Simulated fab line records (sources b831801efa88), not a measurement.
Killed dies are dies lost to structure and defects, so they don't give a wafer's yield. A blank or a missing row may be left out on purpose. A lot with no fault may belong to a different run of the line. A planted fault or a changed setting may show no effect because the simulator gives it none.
Which of the tools did it? :: flow sky130 :: 18 wafers from 6 lots sampled at 3 of the route's 708 steps

== WHAT THE GAUGES SHOWED, per wafer ==
SKY_VIA3_THK_MEAS_01.
lot: L479
measured: day 39 23:29
on: film_metro-03
VIA3_HDPCVD_THK (nm): 1628 1659 1641

lot: L482
measured: day 40 06:10
on: film_metro-03
VIA3_HDPCVD_THK (nm): 1623 1650 1653

lot: L483
measured: day 40 15:34
on: film_metro-04
VIA3_HDPCVD_THK (nm): 1640 1660 1628

lot: L486
measured: day 41 14:56
on: film_metro-03
VIA3_HDPCVD_THK (nm): 1600 1608 1622

lot: L490
measured: day 42 21:01
on: film_metro-03
VIA3_HDPCVD_THK (nm): 1631 1638 1617

lot: L498
measured: day 44 18:49
on: film_metro-03
VIA3_HDPCVD_THK (nm): 1621 1628 1631

== WHICH TOOL RAN EACH LOT (tool, then ch and the chambers of the sampled wafers, then the start) ==
lot: L479
SKY_METAL3_DESCUM_15: rie_metal-04 ch 0,1, day 39 22:22
SKY_METAL3_STRIP_19: plasma_asher-03 ch 0,1, day 39 22:42

lot: L482
SKY_METAL3_DESCUM_15: rie_metal-04 ch 0,1, day 40 05:00
SKY_METAL3_STRIP_19: plasma_asher-03 ch 0,1, day 40 05:19

lot: L483
SKY_METAL3_DESCUM_15: rie_metal-02 ch 0,1, day 40 14:28
SKY_METAL3_STRIP_19: plasma_asher-03 ch 0,1, day 40 14:48

lot: L486
SKY_METAL3_DESCUM_15: rie_metal-04 ch 0,1, day 41 13:40
SKY_METAL3_STRIP_19: plasma_asher-02 ch 0,1, day 41 14:11

lot: L490
SKY_METAL3_DESCUM_15: rie_metal-01 ch 0,1, day 42 19:55
SKY_METAL3_STRIP_19: plasma_asher-02 ch 0,1, day 42 20:16

lot: L498
SKY_METAL3_DESCUM_15: rie_metal-02 ch 0,1, day 44 17:43
SKY_METAL3_STRIP_19: plasma_asher-01 ch 0,1, day 44 18:03
- SKY_METAL3_DESCUM_15: chemistry O2, time 8 s.
- SKY_METAL3_STRIP_19: strips in O2/N2.

== THE ANSWER, worked out from the rows above alone ==
Rule: the lots themselves supply what counts as usual. The widest of any qualifying gaps counts: lots, ordered by their means at a reading, are off when they make up no more than a third of the lots, leave a main group of 4 or more, and stand apart from it by 3 or more times the standard deviation of that group's means. Not used: any main group whose means are identical at the precision the tables above print for the reading. A lot without any number at a reading at which 4 lots or more have one is off too. Any other lot the step has rows for is counted as sound.
None of the lots is off at any reading shown; this tells nothing.

== WHAT THE SIMULATOR HAD PUT IN ==
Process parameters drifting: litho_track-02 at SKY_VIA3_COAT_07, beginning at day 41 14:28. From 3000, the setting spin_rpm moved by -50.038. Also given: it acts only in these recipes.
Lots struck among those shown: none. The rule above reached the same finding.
